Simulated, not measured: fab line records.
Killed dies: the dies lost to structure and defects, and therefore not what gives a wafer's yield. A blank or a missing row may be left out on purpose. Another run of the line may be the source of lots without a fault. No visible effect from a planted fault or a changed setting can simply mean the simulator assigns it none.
The tool behind it: which one? / flow gf180mcu / Sampling: 13 lots, 39 wafers, 5 of 602 route steps

== WHAT THE GAUGES READ, wafer by wafer ==
GF_PSD_CD_MEAS_07 targets a cd of 400 nm. Usual: cdNm 399.9 nm, standard deviation 2.7.
lot=L874; measured=day 14 06:32; on=cdSem-02; cdNm (nm)=396.6 395.5 395.2; flag=
lot=L876; measured=day 15 23:02; on=cdSem-02; cdNm (nm)=402.9 401.7 401.7; flag=
lot=L878; measured=day 16 00:06; on=cdSem-01; cdNm (nm)=405.4 402.1 402.3; flag=
lot=L877; measured=day 16 02:00; on=cdSem-02; cdNm (nm)=402.9 404.3 400.6; flag=
lot=L879; measured=day 16 08:04; on=cdSem-01; cdNm (nm)=398.5 399.7 397.3; flag=
lot=L883; measured=day 18 03:00; on=cdSem-01; cdNm (nm)=401.0 404.7 402.7; flag=
lot=L884; measured=day 18 08:33; on=cdSem-02; cdNm (nm)=398.4 397.1 396.4; flag=
lot=L887; measured=day 19 14:10; on=cdSem-02; cdNm (nm)=398.5 399.6 397.7; flag=
lot=L888; measured=day 19 16:16; on=cdSem-01; cdNm (nm)=401.9 403.4 400.7; flag=
lot=L893; measured=day 21 10:19; on=cdSem-01; cdNm (nm)=397.2 398.0 397.8; flag=
lot=L894; measured=day 21 13:58; on=cdSem-01; cdNm (nm)=397.9 397.0 395.5; flag=
lot=L895; measured=day 21 22:15; on=cdSem-01; cdNm (nm)=405.3 401.9 404.6; flag=
lot=L896; measured=day 22 07:49; on=cdSem-01; cdNm (nm)=393.4 392.8 394.1; flag=

GF_SAB_CD_MEAS_09 targets a cd of 420 nm. Usual: cdNm 420.6 nm, standard deviation 2.9.
lot=L874; measured=day 15 04:50; on=cdSem-01; cdNm (nm)=418.2 419.3 418.2; flag=
lot=L876; measured=day 16 22:02; on=cdSem-01; cdNm (nm)=420.9 420.4 419.2; flag=
lot=L878; measured=day 16 22:41; on=cdSem-01; cdNm (nm)=425.9 425.8 425.3; flag=
lot=L877; measured=day 17 00:17; on=cdSem-02; cdNm (nm)=422.6 420.7 420.7; flag=
lot=L879; measured=day 17 06:32; on=cdSem-02; cdNm (nm)=420.4 422.2 422.4; flag=
lot=L883; measured=day 19 02:37; on=cdSem-02; cdNm (nm)=417.9 419.8 419.4; flag=
lot=L884; measured=day 19 08:47; on=cdSem-02; cdNm (nm)=421.0 421.8 423.8; flag=
lot=L887; measured=day 20 14:25; on=cdSem-01; cdNm (nm)=423.4 420.1 420.1; flag=
lot=L888; measured=day 20 16:43; on=cdSem-02; cdNm (nm)=416.2 419.2 417.1; flag=
lot=L893; measured=day 22 10:50; on=cdSem-02; cdNm (nm)=418.7 420.3 422.2; flag=
lot=L894; measured=day 22 14:32; on=cdSem-02; cdNm (nm)=417.4 418.7 420.1; flag=
lot=L895; measured=day 22 22:25; on=cdSem-01; cdNm (nm)=417.9 415.7 416.5; flag=
lot=L896; measured=day 23 07:35; on=cdSem-01; cdNm (nm)=422.7 424.5 423.2; flag=

GF_SALICIDE_THK_MEAS_05: measures by xrf. Usual: SALICIDE_TIN_THK gives 19.92 nm (standard deviation 0.29).
lot=L874; measured=day 15 06:46; on=filmMetro-01; SALICIDE_TIN_THK (nm)=20.13 19.73 20.11; flag=
lot=L876; measured=day 16 22:42; on=filmMetro-03; SALICIDE_TIN_THK (nm)=20.51 20.08 20.18; flag=
lot=L878; measured=day 16 23:21; on=filmMetro-02; SALICIDE_TIN_THK (nm)=19.85 19.79 19.65; flag=
lot=L877; measured=day 17 01:07; on=filmMetro-03; SALICIDE_TIN_THK (nm)=19.53 19.46 19.39; flag=
lot=L879; measured=day 17 07:12; on=filmMetro-03; SALICIDE_TIN_THK (nm)=19.78 19.70 20.03; flag=
lot=L883; measured=day 19 03:17; on=filmMetro-03; SALICIDE_TIN_THK (nm)=19.90 20.13 20.16; flag=
lot=L884; measured=day 19 09:28; on=filmMetro-02; SALICIDE_TIN_THK (nm)=20.31 19.92 20.11; flag=
lot=L887; measured=day 20 15:04; on=filmMetro-02; SALICIDE_TIN_THK (nm)=20.38 20.27 20.24; flag=
lot=L888; measured=day 20 17:25; on=filmMetro-03; SALICIDE_TIN_THK (nm)=20.59 20.76 20.47; flag=
lot=L893; measured=day 22 11:29; on=filmMetro-02; SALICIDE_TIN_THK (nm)=17.54 20.15 19.91; flag=
lot=L894; measured=day 22 15:11; on=filmMetro-03; SALICIDE_TIN_THK (nm)=19.74 19.95 20.03; flag=
lot=L895; measured=day 22 23:05; on=filmMetro-02; SALICIDE_TIN_THK (nm)=20.09 19.81 19.88; flag=
lot=L896; measured=day 23 08:16; on=filmMetro-03; SALICIDE_TIN_THK (nm)=19.32 19.63 19.55; flag=

== WHAT TOOL EACH LOT RAN ON (gives the tool, then ch and the chambers of the sampled wafers, and finally the start) ==
lot=L874; GF_SALICIDE_SPUTTER_02=pvdSputter-01, day 15 06:35; GF_SALICIDE_SPUTTER_03=pvdSputter-01, day 15 06:37
lot=L876; GF_SALICIDE_SPUTTER_02=pvdSputter-01, day 16 22:31; GF_SALICIDE_SPUTTER_03=pvdSputter-01, day 16 22:33
lot=L878; GF_SALICIDE_SPUTTER_02=pvdSputter-02, day 16 23:10; GF_SALICIDE_SPUTTER_03=pvdSputter-02, day 16 23:12
lot=L877; GF_SALICIDE_SPUTTER_02=pvdSputter-03, day 17 00:54; GF_SALICIDE_SPUTTER_03=pvdSputter-03, day 17 00:56
lot=L879; GF_SALICIDE_SPUTTER_02=pvdSputter-01, day 17 07:01; GF_SALICIDE_SPUTTER_03=pvdSputter-01, day 17 07:03
lot=L883; GF_SALICIDE_SPUTTER_02=pvdSputter-01, day 19 03:07; GF_SALICIDE_SPUTTER_03=pvdSputter-01, day 19 03:09
lot=L884; GF_SALICIDE_SPUTTER_02=pvdSputter-02, day 19 09:18; GF_SALICIDE_SPUTTER_03=pvdSputter-02, day 19 09:20
lot=L887; GF_SALICIDE_SPUTTER_02=pvdSputter-01, day 20 14:54; GF_SALICIDE_SPUTTER_03=pvdSputter-01, day 20 14:56
lot=L888; GF_SALICIDE_SPUTTER_02=pvdSputter-01, day 20 17:14; GF_SALICIDE_SPUTTER_03=pvdSputter-01, day 20 17:16
lot=L893; GF_SALICIDE_SPUTTER_02=pvdSputter-01, day 22 11:18; GF_SALICIDE_SPUTTER_03=pvdSputter-01, day 22 11:20
lot=L894; GF_SALICIDE_SPUTTER_02=pvdSputter-03, day 22 15:01; GF_SALICIDE_SPUTTER_03=pvdSputter-03, day 22 15:03
lot=L895; GF_SALICIDE_SPUTTER_02=pvdSputter-02, day 22 22:54; GF_SALICIDE_SPUTTER_03=pvdSputter-02, day 22 22:56
lot=L896; GF_SALICIDE_SPUTTER_02=pvdSputter-03, day 23 08:05; GF_SALICIDE_SPUTTER_03=pvdSputter-03, day 23 08:07
- GF_SALICIDE_SPUTTER_02: material Co, target thk 10 nm, time 20 s.
- GF_SALICIDE_SPUTTER_03: material TiN, target thk 20 nm, time 16.7 s.

== AS READ BY THE TOOLS THEMSELVES (means over the sampled wafers that have a number; for cases with no such wafer, the mark the record gives instead) ==
GF_SALICIDE_SPUTTER_02. Usual: cathodeDcPowerW 1000.0 W, standard deviation 0.17; throttleValvePct 30.0 %, standard deviation 0.68.
lot=L874; tool=pvdSputter-01; cathodeDcPowerW (W)=1000.0; throttleValvePct (%)=29.9; flag=
lot=L876; tool=pvdSputter-01; cathodeDcPowerW (W)=1000.0; throttleValvePct (%)=29.8; flag=
lot=L878; tool=pvdSputter-02; cathodeDcPowerW (W)=1000.0; throttleValvePct (%)=29.3; flag=
lot=L877; tool=pvdSputter-03; cathodeDcPowerW (W)=1000.0; throttleValvePct (%)=30.8; flag=
lot=L879; tool=pvdSputter-01; cathodeDcPowerW (W)=1000.1; throttleValvePct (%)=29.9; flag=
lot=L883; tool=pvdSputter-01; cathodeDcPowerW (W)=999.9; throttleValvePct (%)=29.6; flag=
lot=L884; tool=pvdSputter-02; cathodeDcPowerW (W)=1000.1; throttleValvePct (%)=29.7; flag=
lot=L887; tool=pvdSputter-01; cathodeDcPowerW (W)=999.9; throttleValvePct (%)=29.8; flag=
lot=L888; tool=pvdSputter-01; cathodeDcPowerW (W)=999.9; throttleValvePct (%)=29.8; flag=
lot=L893; tool=pvdSputter-01; cathodeDcPowerW (W)=1000.0; throttleValvePct (%)=30.1; flag=
lot=L894; tool=pvdSputter-03; cathodeDcPowerW (W)=1000.1; throttleValvePct (%)=30.7; flag=
lot=L895; tool=pvdSputter-02; cathodeDcPowerW (W)=1000.1; throttleValvePct (%)=29.5; flag=
lot=L896; tool=pvdSputter-03; cathodeDcPowerW (W)=1000.0; throttleValvePct (%)=30.7; flag=

GF_SALICIDE_SPUTTER_03. Usual: cathodeDcPowerW 6499.9 W, standard deviation 1.2; throttleValvePct 29.9 %, standard deviation 0.68.
lot=L874; tool=pvdSputter-01; cathodeDcPowerW (W)=6501.8; throttleValvePct (%)=29.8; flag=
lot=L876; tool=pvdSputter-01; cathodeDcPowerW (W)=6499.5; throttleValvePct (%)=29.7; flag=
lot=L878; tool=pvdSputter-02; cathodeDcPowerW (W)=6500.8; throttleValvePct (%)=29.2; flag=
lot=L877; tool=pvdSputter-03; cathodeDcPowerW (W)=6500.1; throttleValvePct (%)=30.7; flag=
lot=L879; tool=pvdSputter-01; cathodeDcPowerW (W)=6500.3; throttleValvePct (%)=29.9; flag=
lot=L883; tool=pvdSputter-01; cathodeDcPowerW (W)=6500.6; throttleValvePct (%)=29.6; flag=
lot=L884; tool=pvdSputter-02; cathodeDcPowerW (W)=6500.3; throttleValvePct (%)=29.6; flag=
lot=L887; tool=pvdSputter-01; cathodeDcPowerW (W)=6500.7; throttleValvePct (%)=29.8; flag=
lot=L888; tool=pvdSputter-01; cathodeDcPowerW (W)=6499.8; throttleValvePct (%)=29.7; flag=
lot=L893; tool=pvdSputter-01; cathodeDcPowerW (W)=6500.7; throttleValvePct (%)=30.1; flag=
lot=L894; tool=pvdSputter-03; cathodeDcPowerW (W)=6499.5; throttleValvePct (%)=30.8; flag=
lot=L895; tool=pvdSputter-02; cathodeDcPowerW (W)=6498.6; throttleValvePct (%)=29.2; flag=
lot=L896; tool=pvdSputter-03; cathodeDcPowerW (W)=6500.4; throttleValvePct (%)=30.6; flag=

== THE ANSWER, worked out from the rows above alone ==
Rule: lot off if the mean of its wafers having a number is beyond 3 standard deviations from the usual mean. Also off: a lot with no number at a reading for which 4 or more lots have one. The other lots that the step has rows for count as sound. Order of review: gauges by route order, followed by the tools' own readings, for which a lot's mean as printed above is used. The first step at which some lot is off is used, and at that step the reading that is off furthest; a lot without a number counts as furthest.
Nothing can be told from this: no lot is off at any reading shown.

== WHAT HAD BEEN PUT IN BY THE SIMULATOR ==
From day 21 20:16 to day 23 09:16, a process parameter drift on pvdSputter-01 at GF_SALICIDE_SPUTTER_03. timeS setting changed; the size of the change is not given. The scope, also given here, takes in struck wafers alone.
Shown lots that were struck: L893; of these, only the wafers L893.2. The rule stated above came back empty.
